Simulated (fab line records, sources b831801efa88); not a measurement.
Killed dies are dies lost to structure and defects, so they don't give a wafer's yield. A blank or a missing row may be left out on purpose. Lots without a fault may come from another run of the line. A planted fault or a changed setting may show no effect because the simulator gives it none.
Which tool did it? | flow gf180mcu | 7 lots, 19 wafers sampled, at 5 steps of a route of 602

WHAT THE GAUGES READ, wafer by wafer
GF_NSD_CD_MEAS_07: target cd 400 nm.
lot  | measured     | on        | cd_nm (nm)
L801 | day 13 22:16 | cd_sem-02 | 401.9 400.7 402.0
L804 | day 14 20:49 | cd_sem-02 | 399.2 399.1 399.7
L806 | day 15 14:50 | cd_sem-02 | 401.7 402.9 401.3
L808 | day 15 23:02 | cd_sem-02 | 398.8 397.7 399.5
L812 | day 17 11:19 | cd_sem-02 | 401.3 400.8 400.8
L814 | day 18 04:07 | cd_sem-01 | 398.1 396.5
L820 | day 20 08:10 | cd_sem-02 | 401.7 402.7

WHICH TOOL RAN EACH LOT (tool, then ch and the chambers of the sampled wafers, then the start)
lot  | GF_STI_ETCH_14                  | GF_STI_STRIP_15                     | GF_POLY_GATE_ETCH_12               | GF_POLY_GATE_STRIP_14
L801 | rie_si-01 ch 1,3, day 2 06:07   | plasma_asher-01 ch 0,1, day 2 06:13 | rie_diel-02 ch 0,2, day 9 16:44    | plasma_asher-01 ch 0,1, day 9 16:52
L804 | rie_si-02 ch 1,2, day 2 22:04   | plasma_asher-02 ch 1, day 2 22:09   | rie_diel-02 ch 0,1,3, day 10 12:46 | plasma_asher-04 ch 0,1, day 10 12:52
L806 | rie_si-02 ch 0,2,3, day 3 09:40 | plasma_asher-04 ch 0, day 3 09:45   | rie_diel-02 ch 1,2,3, day 11 02:14 | plasma_asher-04 ch 0,1, day 11 02:20
L808 | rie_si-01 ch 0,2,3, day 3 18:22 | plasma_asher-01 ch 0,1, day 3 18:26 | rie_diel-01 ch 0,1, day 11 11:19   | plasma_asher-02 ch 0,1, day 11 11:25
L812 | rie_si-02 ch 0,2,3, day 4 16:58 | plasma_asher-01 ch 0,1, day 4 17:03 | rie_diel-02 ch 0,2,3, day 12 18:35 | plasma_asher-04 ch 0,1, day 12 18:41
L814 | rie_si-02 ch 0,2, day 5 01:46   | plasma_asher-01 ch 1, day 5 01:53   | rie_diel-04 ch 0,3, day 13 08:22   | plasma_asher-02 ch 0, day 13 08:41
L820 | rie_si-02 ch 1,3, day 6 09:43   | plasma_asher-04 ch 0,1, day 6 09:47 | rie_diel-01 ch 0,3, day 15 06:52   | plasma_asher-01 ch 0,1, day 15 06:58
- GF_STI_ETCH_14: etches Si in HBr/Cl2/O2, target depth 360 nm, time 102.9 s.
- GF_STI_STRIP_15: strips in O2/N2.
- GF_POLY_GATE_ETCH_12: etches BARC in N2/H2.
- GF_POLY_GATE_STRIP_14: strips in O2/N2.

THE ANSWER, worked out from the rows above alone
Rule: what is usual is taken from the lots themselves. Put in order of their means at a reading, lots are off if they are a third of the lots or fewer, leave a main group of 4 or more, and stand apart from it by a gap of 3 or more times the standard deviation of the main group's means; of several such gaps the widest counts. A main group whose means are all the same, to the digits that the tables above print for the reading, isn't used. A lot without any number at a reading at which 4 lots or more have one is off too. The other lots that the step has rows for count as sound.
No lot is off at any reading shown: from this, nothing can be told.

WHAT THE SIMULATOR HAD PUT IN
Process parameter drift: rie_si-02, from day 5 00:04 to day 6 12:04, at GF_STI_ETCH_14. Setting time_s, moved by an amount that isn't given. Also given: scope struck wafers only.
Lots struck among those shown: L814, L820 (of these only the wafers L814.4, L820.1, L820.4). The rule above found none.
